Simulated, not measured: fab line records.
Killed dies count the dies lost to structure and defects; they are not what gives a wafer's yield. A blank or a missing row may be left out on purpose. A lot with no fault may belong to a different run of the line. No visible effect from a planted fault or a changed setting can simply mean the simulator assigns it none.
Chamber matching || flow gf180mcu || GF_CONTACT_ETCH_16 on rie diel-03 has 4 sister chambers
The step etches BARC in N2/H2. 8 wafers are shown with their chamber, then 7 later ones without.

== WAFERS PAIRED WITH THEIR CHAMBERS ==
{"wafer": "L932.2", "chamber": 0, "drypump motor current A (A)": 4.7, "oes product au (a.u.)": 0.857}
{"wafer": "L936.2", "chamber": 0, "drypump motor current A (A)": 4.8, "oes product au (a.u.)": 0.857}
{"wafer": "L936.3", "chamber": 2, "drypump motor current A (A)": 5.7, "oes product au (a.u.)": 0.861}
{"wafer": "L941.3", "chamber": 3, "drypump motor current A (A)": 5.1, "oes product au (a.u.)": 0.845}
{"wafer": "L941.4", "chamber": 1, "drypump motor current A (A)": 5.7, "oes product au (a.u.)": 0.850}
{"wafer": "L941.5", "chamber": 1, "drypump motor current A (A)": 5.7, "oes product au (a.u.)": 0.855}
{"wafer": "L942.2", "chamber": 2, "drypump motor current A (A)": 5.7, "oes product au (a.u.)": 0.856}
{"wafer": "L942.5", "chamber": 3, "drypump motor current A (A)": 5.1, "oes product au (a.u.)": 0.852}

== WAFERS WHOSE CHAMBER IS MISSING ==
{"wafer": "L942.6", "drypump motor current A (A)": 5.7, "oes product au (a.u.)": 0.856}
{"wafer": "L945.4", "drypump motor current A (A)": 5.7, "oes product au (a.u.)": 0.849}
{"wafer": "L945.5", "drypump motor current A (A)": 5.7, "oes product au (a.u.)": 0.849}
{"wafer": "L945.6", "drypump motor current A (A)": 5.1, "oes product au (a.u.)": 0.859}
{"wafer": "L946.2", "drypump motor current A (A)": 5.1, "oes product au (a.u.)": 0.852}
{"wafer": "L946.4", "drypump motor current A (A)": 5.7, "oes product au (a.u.)": 0.848}
{"wafer": "L946.6", "drypump motor current A (A)": 5.7, "oes product au (a.u.)": 0.847}

== WHICH CHAMBER EACH WENT THROUGH ==
{"wafer": "L942.6", "from the rows above": "can't be placed: 2 or 1", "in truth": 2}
{"wafer": "L945.4", "from the rows above": "can't be placed: 1 or 2", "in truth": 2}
{"wafer": "L945.5", "from the rows above": "can't be placed: 1 or 2", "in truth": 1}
{"wafer": "L945.6", "from the rows above": 3, "in truth": 3}
{"wafer": "L946.2", "from the rows above": 3, "in truth": 3}
{"wafer": "L946.4", "from the rows above": "can't be placed: 1 or 2", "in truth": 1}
{"wafer": "L946.6", "from the rows above": "can't be placed: 1 or 2", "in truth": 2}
Correctly placed: 2 of 7. These rows do not allow placing 5 (true chamber among the candidates in 5). 0 placed wrongly.
How it was worked out, from the rows above alone: a wafer's distance from a chamber is the root of the sum, over the readings, of the square of ((its reading less the chamber's mean) divided by the reading's scatter). The wafer belongs to the nearest chamber; if the next one is less than 2 further off, it can't be placed. The mean given for a chamber averages the wafers shown for that chamber. How the scatter is found: for the shown wafers, subtract from each reading the mean of its chamber, square and add these, divide the total by (wafers less chambers), then take the root.
